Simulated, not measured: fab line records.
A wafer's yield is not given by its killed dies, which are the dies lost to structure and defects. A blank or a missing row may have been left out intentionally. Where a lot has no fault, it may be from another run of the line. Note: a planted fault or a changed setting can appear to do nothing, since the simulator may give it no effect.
Comparing a struck lot with a sound one :: flow sky130 :: 23 out of 708 route steps
Sound: wafers L261.4, L261.5, L261.6. Wafers L265.2, L265.4, L265.5 were the ones struck. The cause comes at the end.
At each step with rows: each side's tool, then ch and its chambers, then its first start. Under that, the readings that differ: sound wafers :: struck wafers :: difference of the means :: sigmas: that difference in standard deviations of wafers without a fault.
alike: words and numbers the same on both sides, and readings whose means are apart by under 2 such deviations; not compared: readings that were withheld, readings missing a value for some wafer, numbers with overlapping values and no deviation given by the record, and bounds like >300 which may hide the same value.
The two part at a step that has a row with sigmas, a row that says differs or no value, or rows on one side only. Numbers that don't overlap but have no deviation are shown without sigmas and don't part them. A reading that every wafer of one side lacks parts them only if that side has two wafers or more.

first, 6 steps without rows for these wafers: SKY_VT_ADJUST_LVTN_HMDS_12 (prime time 60 s); SKY_VT_ADJUST_LVTN_COAT_13 (resist thk 1140 nm); SKY_VT_ADJUST_LVTN_SOFTBAKE_14 (time 60 s); SKY_VT_ADJUST_LVTN_EXPOSE_15 (exposes mask HVN STD DERIVED, target cd 600 nm); SKY_VT_ADJUST_LVTN_PEB_16; SKY_VT_ADJUST_LVTN_DEVELOP_17 (develop time 60 s).
SKY_VT_ADJUST_LVTN_OVL_MEAS_18:
  sound: overlay-01 at day 10 07:30; struck: overlay-02 at day 12 20:31
  alike: VT_ADJUST_LVTN_01_OVL
next, for these wafers, 1 step has no rows: SKY_VT_ADJUST_LVTN_IMPLANT_19.
SKY_VT_ADJUST_LVTN_STRIP_20: strips in O2/N2.
  sound on plasma-asher-01 ch 0,1, day 10 07:43; struck on plasma-asher-03 ch 0,1, day 12 20:41
  alike: drypump-motor-current-A, oes-product-au, strip-time-to-endpoint-s
  not compared: rf-hours-counter-h
SKY_VT_ADJUST_LVTN_TW_MEAS_21:
  sound: film-metro-02 at day 10 07:48; struck: film-metro-02 at day 12 20:48
  alike: VT_ADJUST_LVTN_2_TW
then, 2 steps without rows for these wafers: SKY_VT_ADJUST_NCORE_DEHYDRATE_00 (time 60 s); SKY_VT_ADJUST_NCORE_HMDS_01 (prime time 60 s).
SKY_VT_ADJUST_NCORE_COAT_02: resist thk 1140 nm.
  sound on litho-track-04 ch 0, day 10 18:07; struck on litho-track-03 ch 0, day 13 09:19
reading: model.NOVOLAK_of_VT_ADJUST_NCORE_COAT_02.thk-nm (nm)
sound: 1140 1143 1139
struck: 1182 1180 1178
difference: +39
sigmas: 
then, 3 steps without rows for these wafers: SKY_VT_ADJUST_NCORE_SOFTBAKE_03 (time 60 s); SKY_VT_ADJUST_NCORE_EXPOSE_04 (exposes mask LVTN COMPLEMENT THIN, target cd 380 nm); SKY_VT_ADJUST_NCORE_PEB_05.
SKY_VT_ADJUST_NCORE_DEVELOP_06: develop time 60 s.
  sound on litho-track-01 ch 0, day 11 05:56; struck on litho-track-04 ch 0, day 13 22:07
reading: model.NOVOLAK_of_VT_ADJUST_NCORE_COAT_02.thk-nm (nm)
sound: 1139 1142 1138
struck: 1181 1180 1177
difference: +40
sigmas: 
SKY_VT_ADJUST_NCORE_CD_MEAS_07 targets a cd of 380 nm.
  sound: cd-sem-01 at day 11 06:04; struck: cd-sem-02 at day 13 22:16
reading: cd-nm (nm)
sound: 387 383 383
struck: 376 377 376
difference: -8
sigmas: -2
SKY_VT_ADJUST_NCORE_OVL_MEAS_08:
  sound: overlay-01 at day 11 06:08; struck: overlay-02 at day 13 22:22
  alike: VT_ADJUST_NCORE_OVL
next, for these wafers, 1 step has no rows: SKY_VT_ADJUST_NCORE_IMPLANT_09.
SKY_VT_ADJUST_NCORE_STRIP_10: strips in O2/N2.
  sound on plasma-asher-02 ch 0,1, day 11 06:20; struck on plasma-asher-04 ch 0, day 13 22:33
reading: strip-time-to-endpoint-s (s)
sound: 14.17 14.22 14.16
struck: 14.65 14.62 14.59
difference: +0.44
sigmas: +12
  alike: drypump-motor-current-A, oes-product-au
  not compared: rf-hours-counter-h
SKY_VT_ADJUST_NCORE_TW_MEAS_11:
  sound: film-metro-02 at day 11 06:26; struck: film-metro-02 at day 13 22:40
  alike: VT_ADJUST_NCORE_TW
-- the record jumps here: 36 days lie between the struck wafers' starts before and after (it left off in module VT_ADJUST_NCORE and takes up again in module PAD_OPEN, whose first step shown is number 708 of the route) --
SKY_PAD_OPEN_PROBE_99:
  sound: prober-01 at day 48 02:04; struck: prober-01 at day 50 03:01
  alike: killed_at_M0_to_M3, killed_at_M4_up, killed-at-contacts, killed-at-front-end, killed-at-other, killed-dies, killed-open, killed-short

== WHERE THEY PART ==
Earliest at SKY_VT_ADJUST_NCORE_CD_MEAS_07; latest, in this record, at SKY_VT_ADJUST_NCORE_STRIP_10. Later steps at which nothing parts them and some readings are alike: SKY_VT_ADJUST_NCORE_TW_MEAS_11, SKY_PAD_OPEN_PROBE_99.

WHY: whatever the simulator had introduced
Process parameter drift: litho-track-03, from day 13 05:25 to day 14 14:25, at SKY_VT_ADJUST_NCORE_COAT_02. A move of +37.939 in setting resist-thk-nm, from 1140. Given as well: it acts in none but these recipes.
